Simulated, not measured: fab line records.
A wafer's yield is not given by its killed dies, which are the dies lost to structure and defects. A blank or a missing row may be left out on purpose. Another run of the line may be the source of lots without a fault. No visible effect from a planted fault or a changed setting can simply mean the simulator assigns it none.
Which tool did it? | flow sky130 | 12 lots, 36 wafers sampled, at 5 steps of a route of 708

== WHAT THE GAUGES READ, wafer by wafer ==
SKY_NWELL_TW_MEAS_15. Usual: NWELL_TW 1829, standard deviation 8.
lot  | measured     | on            | NWELL_TW       | flag
L409 | day 4 11:32  | film-metro-02 | 1832 1838 1837 |
L410 | day 4 19:16  | film-metro-02 | 1829 1821 1828 |
L414 | day 5 20:32  | film-metro-01 | 1815 1824 1825 |
L415 | day 6 03:28  | film-metro-04 | 1827 1832 1827 |
L422 | day 7 18:06  | film-metro-04 | 1721 1720 1714 | OFF
L424 | day 8 04:40  | film-metro-01 | 1711 1713 1719 | OFF
L426 | day 8 15:35  | film-metro-01 | 1827 1826 1828 |
L428 | day 9 05:47  | film-metro-01 | 1830 1832 1828 |
L429 | day 9 10:26  | film-metro-02 | 1848 1830 1837 |
L430 | day 9 15:54  | film-metro-04 | 1820 1813 1824 |
L431 | day 9 21:19  | film-metro-01 | 1832 1838 1835 |
L432 | day 10 06:39 | film-metro-01 | 1825 1822 1824 |

SKY_NWELL_RS_MEAS_29: measures by four-point-probe. Usual: NWELL_RS 625.2 ohm/sq, standard deviation 1.5.
lot  | measured     | on            | NWELL_RS (ohm/sq) | flag
L409 | day 5 05:54  | film-metro-02 | 624.1 622.5 621.3 |
L410 | day 5 14:38  | film-metro-02 | 624.5 625.1 625.4 |
L414 | day 6 15:59  | film-metro-02 | 623.5 622.9 624.9 |
L415 | day 6 22:26  | film-metro-02 | 624.7 625.8 626.7 |
L422 | day 8 15:10  | film-metro-04 | 701.3 702.3 701.3 | OFF
L424 | day 9 01:45  | film-metro-01 | 697.3 698.0 697.2 | OFF
L426 | day 9 13:30  | film-metro-04 | 625.4 626.2 623.9 |
L428 | day 10 03:59 | film-metro-04 | 627.6 626.3 628.1 |
L429 | day 10 08:19 | film-metro-04 | 623.8 623.3 624.0 |
L430 | day 10 14:51 | film-metro-04 | 624.2 627.3 625.7 |
L431 | day 10 20:31 | film-metro-01 | 625.3 624.7 623.6 |
L432 | day 11 05:39 | film-metro-01 | 624.9 626.5 626.2 |

SKY_SD_N_OVL_MEAS_08. Usual: SD_N_OVL 1.6 nm, standard deviation 1.
lot  | measured     | on         | SD_N_OVL (nm) | flag
L409 | day 27 17:09 | overlay-02 | 0.6 1.0 1.2   |
L410 | day 28 05:18 | overlay-02 | 0.4 -1.0 -0.8 |
L414 | day 29 18:27 | overlay-01 | 1.4 0.2 0.1   |
L415 | day 30 07:26 | overlay-01 | -0.1 1.7 0.5  |
L422 | day 32 11:29 | overlay-01 | 2.6 1.8 1.3   |
L424 | day 32 23:45 | overlay-01 | 1.5 1.0 3.0   |
L426 | day 33 18:05 | overlay-01 | 3.0 4.4 2.0   |
L428 | day 34 05:37 | overlay-01 | 0.8 1.7 2.6   |
L429 | day 34 12:56 | overlay-02 | 2.0 4.0 2.7   |
L430 | day 34 15:53 | overlay-01 | 1.3 1.9 0.6   |
L431 | day 35 01:13 | overlay-01 | 1.3 0.9 1.4   |
L432 | day 35 10:41 | overlay-01 | 2.9 1.4 1.9   |

SKY_LOCAL_INTERCONNECT_CD_MEAS_11 targets a cd of 170 nm. Usual: cd-nm reads 169.7 nm (standard deviation 1.6).
lot  | measured     | on        | cd-nm (nm)        | flag
L409 | day 30 04:53 | cd-sem-01 | 166.8 165.5 164.8 |
L410 | day 30 17:48 | cd-sem-02 | 170.2 171.7 171.5 |
L414 | day 32 04:16 | cd-sem-01 | 170.6 170.4 170.3 |
L415 | day 32 16:26 | cd-sem-01 | 172.3 171.5 170.9 |
L422 | day 34 20:11 | cd-sem-02 | 171.2 170.3 170.9 |
L424 | day 35 07:14 | cd-sem-02 | 168.2 169.2 169.1 |
L426 | day 36 01:21 | cd-sem-01 | 172.6 170.8 172.8 |
L428 | day 36 12:56 | cd-sem-02 | 169.0 168.4 166.6 |
L429 | day 36 20:43 | cd-sem-02 | 170.1 169.7 170.9 |
L430 | day 36 22:35 | cd-sem-01 | 170.7 169.7 170.2 |
L431 | day 37 07:48 | cd-sem-01 | 169.7 170.9 170.8 |
L432 | day 37 17:22 | cd-sem-02 | 170.0 170.7 171.0 |

== WHAT TOOL EACH LOT RAN ON (gives the tool, then ch and the chambers of the sampled wafers, and finally the start) ==
lot  | SKY_NWELL_IMPLANT_11
L409 | implanter-02 ch 0, day 4 11:01
L410 | implanter-02 ch 0, day 4 18:44
L414 | implanter-03 ch 0, day 5 20:02
L415 | implanter-03 ch 0, day 6 02:56
L422 | implanter-02 ch 0, day 7 17:34
L424 | implanter-02 ch 0, day 8 04:09
L426 | implanter-04 ch 0, day 8 15:02
L428 | implanter-04 ch 0, day 9 05:14
L429 | implanter-03 ch 0, day 9 09:53
L430 | implanter-04 ch 0, day 9 15:22
L431 | implanter-04 ch 0, day 9 20:46
L432 | implanter-04 ch 0, day 10 06:06
- SKY_NWELL_IMPLANT_11

== WHAT THE TOOLS THEMSELVES READ (means of the sampled wafers that have a number; where no wafer has one, the mark that the record gives instead) ==
SKY_NWELL_IMPLANT_11. Usual: beam-on-s 10.03 s, standard deviation 0.22; faraday-current-uA 106.8, standard deviation 2.3.
lot  | tool         | beam-on-s (s) | faraday-current-uA | flag
L409 | implanter-02 | 9.95          | 107.5              |
L410 | implanter-02 | 9.98          | 107.6              |
L414 | implanter-03 | 10.04         | 106.9              |
L415 | implanter-03 | 9.95          | 107.7              |
L422 | implanter-02 | 8.14          | 131.6              | OFF
L424 | implanter-02 | 8.09          | 132.5              | OFF
L426 | implanter-04 | 9.92          | 107.9              |
L428 | implanter-04 | 10.14         | 105.8              |
L429 | implanter-03 | 10.06         | 106.4              |
L430 | implanter-04 | 9.96          | 107.9              |
L431 | implanter-04 | 9.83          | 108.8              |
L432 | implanter-04 | 10.10         | 106.0              |

== THE ANSWER, worked out from the rows above alone ==
Rule: lot off if the mean of its wafers having a number is beyond 3 standard deviations from the usual mean. Also off: a lot with no number at a reading for which 4 or more lots have one. Where the step has rows for the other lots, those lots are counted as sound. After the gauges, taken in route order, come the tools' own readings; for these a lot's mean is taken, as printed above. The first step at which some lot is off is used, and at that step the reading that is off furthest; a lot without a number counts as furthest.
Off: at SKY_NWELL_TW_MEAS_15 (NWELL_TW), L422, L424.
If a tool, at a process step before that reading, ran all the lots that are off and no sound lot after the first of them, it fits. Not tried: the gauges at SKY_NWELL_TW_MEAS_15; whatever is off there is also off at SKY_NWELL_IMPLANT_11, on other tools, and gauge error can't account for it. One fits: SKY_NWELL_IMPLANT_11 on implanter-02. Its last sound lot is L410 (day 4 18:44), its first lot that is off L422 (day 7 17:34): a fault that began between those two fits.
The tool's own readings at SKY_NWELL_IMPLANT_11 bear it out: on the lots that are off they differ by more than 5 times the standard deviation of the sound lots' means. beam-on-s reads 8.12 s there against 9.99 s on the sound lots; faraday-current-uA reads 132.1 there against 107.2 on the sound lots.

== WHAT THE SIMULATOR HAD INSERTED ==
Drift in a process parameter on implanter-02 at SKY_NWELL_IMPLANT_11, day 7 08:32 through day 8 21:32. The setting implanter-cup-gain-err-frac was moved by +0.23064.
Lots struck among those shown: L422, L424. The same result came from the rule above.
